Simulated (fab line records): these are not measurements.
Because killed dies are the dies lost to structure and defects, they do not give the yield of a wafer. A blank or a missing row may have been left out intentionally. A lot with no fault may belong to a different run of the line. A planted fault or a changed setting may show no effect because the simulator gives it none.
Which tool was responsible?    flow gf180mcu    Sampling: 6 lots, 18 wafers, 2 of 602 route steps

## WHAT THE GAUGES SHOWED, per wafer
GF_CONTACT_RS_MEAS_25: measures by four-point-probe.
lot   measured      on             CONTACT_W_RS (ohm/sq)
L170  day 16 14:26  film_metro-02  0.380 0.379 0.379
L172  day 17 04:04  film_metro-02  0.393 0.394 0.392
L178  day 19 09:51  film_metro-04  0.387 0.393 0.392
L180  day 20 03:07  film_metro-02  0.385 0.386 0.388
L183  day 21 11:06  film_metro-01  0.385 0.382 0.390
L190  day 24 01:43  film_metro-04  0.352 0.375 0.378

## WHAT TOOL EACH LOT RAN ON (gives the tool, then ch and the chambers of the sampled wafers, and finally the start)
lot   GF_CONTACT_CVD_24
L170  cvd_w-02 ch 0,1, day 16 14:20
L172  cvd_w-01 ch 0, day 17 03:56
L178  cvd_w-01 ch 0, day 19 09:39
L180  cvd_w-01 ch 0,1, day 20 03:00
L183  cvd_w-01 ch 0,1, day 21 10:58
L190  cvd_w-01 ch 1, day 24 01:35
- GF_CONTACT_CVD_24: deposits W, target thk 300 nm, time 90.339 s.

## THE ANSWER, worked out from the rows above alone
Rule: the lots themselves supply what counts as usual. The widest of any qualifying gaps counts: lots, ordered by their means at a reading, are off when they make up no more than a third of the lots, leave a main group of 4 or more, and stand apart from it by 3 or more times the standard deviation of that group's means. A main group is skipped when, at the precision printed for the reading in the tables above, its means are all equal. Also off: a lot with no number at a reading for which 4 or more lots have one. All remaining lots with rows at the step are treated as sound.
No lot is off at any reading shown: from this, nothing can be told.

## WHAT THE SIMULATOR HAD PUT IN
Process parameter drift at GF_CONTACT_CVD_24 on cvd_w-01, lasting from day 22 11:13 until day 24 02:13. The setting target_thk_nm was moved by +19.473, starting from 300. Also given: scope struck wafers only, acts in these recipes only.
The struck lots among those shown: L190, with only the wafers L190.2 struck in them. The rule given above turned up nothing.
